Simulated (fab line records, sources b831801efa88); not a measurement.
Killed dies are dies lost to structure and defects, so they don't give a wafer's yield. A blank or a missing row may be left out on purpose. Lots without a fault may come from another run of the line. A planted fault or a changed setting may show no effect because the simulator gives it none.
Which tool did it? | flow sky130 | 12 lots, 36 wafers sampled, at 3 steps of a route of 708

WHAT THE GAUGES READ, wafer by wafer
SKY_VIA3_BOW_MEAS_03.
lot  | measured     | on            | VIA3_BOW (um)
L546 | day 38 10:26 | film_metro-02 | 83 87 91
L548 | day 39 18:10 | film_metro-04 | 86 94 80
L551 | day 39 19:03 | film_metro-01 | 80 86 79
L552 | day 40 07:18 | film_metro-04 | 69 83 78
L553 | day 41 06:40 | film_metro-02 | 84 86 75
L554 | day 41 08:26 | film_metro-02 | 68 82 79
L560 | day 42 13:43 | film_metro-01 | 90 87 79
L563 | day 43 11:31 | film_metro-01 | 81 91 93
L564 | day 43 15:12 | film_metro-04 | 80 78 80
L565 | day 44 11:31 | film_metro-02 | 74 80 73
L566 | day 44 14:58 | film_metro-02 | 77 68 69
L568 | day 46 04:55 | film_metro-01 | 73 75 83

WHICH TOOL RAN EACH LOT (tool, then ch and the chambers of the sampled wafers, then the start)
lot  | SKY_METAL3_ETCH_16                | SKY_METAL3_STRIP_19
L546 | rie_metal-02 ch 0,1, day 38 08:57 | plasma_asher-04 ch 0,1, day 38 09:19
L548 | rie_metal-02 ch 0,1, day 39 16:45 | plasma_asher-01 ch 0,1, day 39 17:03
L551 | rie_metal-01 ch 0,1, day 39 17:38 | plasma_asher-04 ch 0,1, day 39 17:56
L552 | rie_metal-02 ch 0,1, day 40 05:50 | plasma_asher-04 ch 0,1, day 40 06:08
L553 | rie_metal-02 ch 1, day 40 18:21   | plasma_asher-02 ch 0,1, day 40 18:55
L554 | rie_metal-01 ch 0,1, day 41 04:12 | plasma_asher-04 ch 0,1, day 41 04:40
L560 | rie_metal-02 ch 0,1, day 42 12:18 | plasma_asher-01 ch 0,1, day 42 12:36
L563 | rie_metal-04 ch 0,1, day 43 09:35 | plasma_asher-04 ch 0,1, day 43 09:52
L564 | rie_metal-04 ch 0,1, day 43 13:44 | plasma_asher-04 ch 0,1, day 43 14:01
L565 | rie_metal-01 ch 0,1, day 44 10:03 | plasma_asher-02 ch 0,1, day 44 10:20
L566 | rie_metal-04 ch 0,1, day 44 13:30 | plasma_asher-02 ch 0,1, day 44 13:48
L568 | rie_metal-04 ch 0,1, day 46 03:30 | plasma_asher-04 ch 0,1, day 46 03:47
- SKY_METAL3_ETCH_16: etches BARC in N2/H2, stops on SiO2, time 88.2 s, target depth 60 nm.
- SKY_METAL3_STRIP_19: strips in O2/N2.

WHAT THE TOOLS THEMSELVES READ (means of the sampled wafers that have a number; where no wafer has one, the mark that the record gives instead)
SKY_METAL3_ETCH_16.
lot  | tool         | drypump_motor_current_A (A) | oes_product_au (a.u.) | throttle_valve_pct (%)
L546 | rie_metal-02 | 5.6                         | 0.625                 | 13.208
L548 | rie_metal-02 | 5.6                         | 0.623                 | 13.209
L551 | rie_metal-01 | 5.7                         | 0.629                 | 13.206
L552 | rie_metal-02 | 5.6                         | 0.626                 | 13.207
L553 | rie_metal-02 | 5.3                         | 0.628                 | 13.197
L554 | rie_metal-01 | 6.0                         | 0.625                 | 13.198
L560 | rie_metal-02 | 5.6                         | 0.629                 | 13.211
L563 | rie_metal-04 | 5.9                         | 0.625                 | 13.198
L564 | rie_metal-04 | 5.8                         | 0.628                 | 13.199
L565 | rie_metal-01 | 5.7                         | 0.628                 | 13.207
L566 | rie_metal-04 | 5.9                         | 0.622                 | 13.210
L568 | rie_metal-04 | 5.8                         | 0.620                 | 13.202

SKY_METAL3_STRIP_19.
lot  | tool            | drypump_motor_current_A (A) | oes_product_au (a.u.) | strip_time_to_endpoint_s (s)
L546 | plasma_asher-04 | 6.3                         | 0.504                 | 6.62
L548 | plasma_asher-01 | 5.8                         | 0.507                 | 6.63
L551 | plasma_asher-04 | 6.3                         | 0.507                 | 6.62
L552 | plasma_asher-04 | 6.1                         | 0.503                 | 6.56
L553 | plasma_asher-02 | 5.4                         | 0.507                 | 6.68
L554 | plasma_asher-04 | 6.1                         | 0.504                 | 6.57
L560 | plasma_asher-01 | 5.6                         | 0.513                 | 6.70
L563 | plasma_asher-04 | 6.3                         | 0.497                 | 6.46
L564 | plasma_asher-04 | 6.2                         | 0.500                 | 6.47
L565 | plasma_asher-02 | 5.5                         | 0.502                 | 6.63
L566 | plasma_asher-02 | 5.5                         | 0.509                 | 6.59
L568 | plasma_asher-04 | 6.3                         | 0.497                 | 6.49

THE ANSWER, worked out from the rows above alone
Rule: what is usual is taken from the lots themselves. Put in order of their means at a reading, lots are off if they are a third of the lots or fewer, leave a main group of 4 or more, and stand apart from it by a gap of 3 or more times the standard deviation of the main group's means; of several such gaps the widest counts. A main group whose means are all the same, to the digits that the tables above print for the reading, isn't used. A lot without any number at a reading at which 4 lots or more have one is off too. The other lots that the step has rows for count as sound. The gauges are gone through in route order, then the tools' own readings, and for those a lot's mean is taken as printed above. The first step at which some lot is off is used, and at that step the reading that is off furthest; a lot without a number counts as furthest.
No lot is off at any reading shown: from this, nothing can be told.

WHAT THE SIMULATOR HAD PUT IN
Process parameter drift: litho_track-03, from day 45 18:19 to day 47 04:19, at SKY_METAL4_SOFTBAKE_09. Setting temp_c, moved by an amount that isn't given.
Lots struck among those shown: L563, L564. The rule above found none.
